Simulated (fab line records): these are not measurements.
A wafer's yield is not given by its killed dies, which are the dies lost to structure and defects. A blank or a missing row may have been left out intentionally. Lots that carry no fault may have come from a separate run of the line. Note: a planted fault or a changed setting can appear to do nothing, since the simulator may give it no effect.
Matching of chambers || flow sky130 || 4 sister chambers for SKY_FIELD_ISO_WET_ETCH_29 on wet_bench-03
The step etches Si3N4 in H3PO4, target depth 160 nm, time 1825 s. 4 wafers are shown with their chamber, then 8 later ones without.

## WAFERS WITH THEIR CHAMBER
{"wafer": "L962.5", "chamber": 3, "bath_guard_temp_C (C)": 159.6}
{"wafer": "L977.5", "chamber": 1, "bath_guard_temp_C (C)": 159.2}
{"wafer": "L978.6", "chamber": 2, "bath_guard_temp_C (C)": 160.7}
{"wafer": "L980.2", "chamber": 0, "bath_guard_temp_C (C)": 159.8}

## WAFERS MISSING THEIR CHAMBER
{"wafer": "L980.4", "bath_guard_temp_C (C)": 160.3}
{"wafer": "L980.5", "bath_guard_temp_C (C)": 159.8}
{"wafer": "L983.1", "bath_guard_temp_C (C)": 160.0}
{"wafer": "L983.4", "bath_guard_temp_C (C)": 159.7}
{"wafer": "L983.6", "bath_guard_temp_C (C)": 160.0}
{"wafer": "L984.1", "bath_guard_temp_C (C)": 160.8}
{"wafer": "L984.4", "bath_guard_temp_C (C)": 160.6}
{"wafer": "L984.6", "bath_guard_temp_C (C)": 161.3}

## EACH ONE'S CHAMBER
{"wafer": "L980.4", "from the rows above": "can't be placed: 2 or 0 or 3", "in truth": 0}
{"wafer": "L980.5", "from the rows above": "can't be placed: 0 or 3", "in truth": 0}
{"wafer": "L983.1", "from the rows above": "can't be placed: 0 or 3 or 2", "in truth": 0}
{"wafer": "L983.4", "from the rows above": "can't be placed: 3 or 0 or 1", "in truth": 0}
{"wafer": "L983.6", "from the rows above": "can't be placed: 0 or 3 or 2", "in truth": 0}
{"wafer": "L984.1", "from the rows above": 2, "in truth": 2}
{"wafer": "L984.4", "from the rows above": 2, "in truth": 2}
{"wafer": "L984.6", "from the rows above": 2, "in truth": 2}
Correct placement for 3 of the 8. From these rows, 5 cannot be placed; in 5 the true chamber is one of the candidates. Wrongly placed: 0.
How it was worked out, from the rows above alone: a wafer's distance from a chamber is the root of the sum, over the readings, of the square of ((its reading less the chamber's mean) divided by the reading's scatter). If the next closest chamber is less than 2 further off than the closest, the wafer can't be placed; otherwise it belongs to the closest. The mean given for a chamber averages the wafers shown for that chamber. The scatter: with one shown wafer a chamber, the root of the mean of the squares of how far each hidden wafer lies from its nearest shown one.
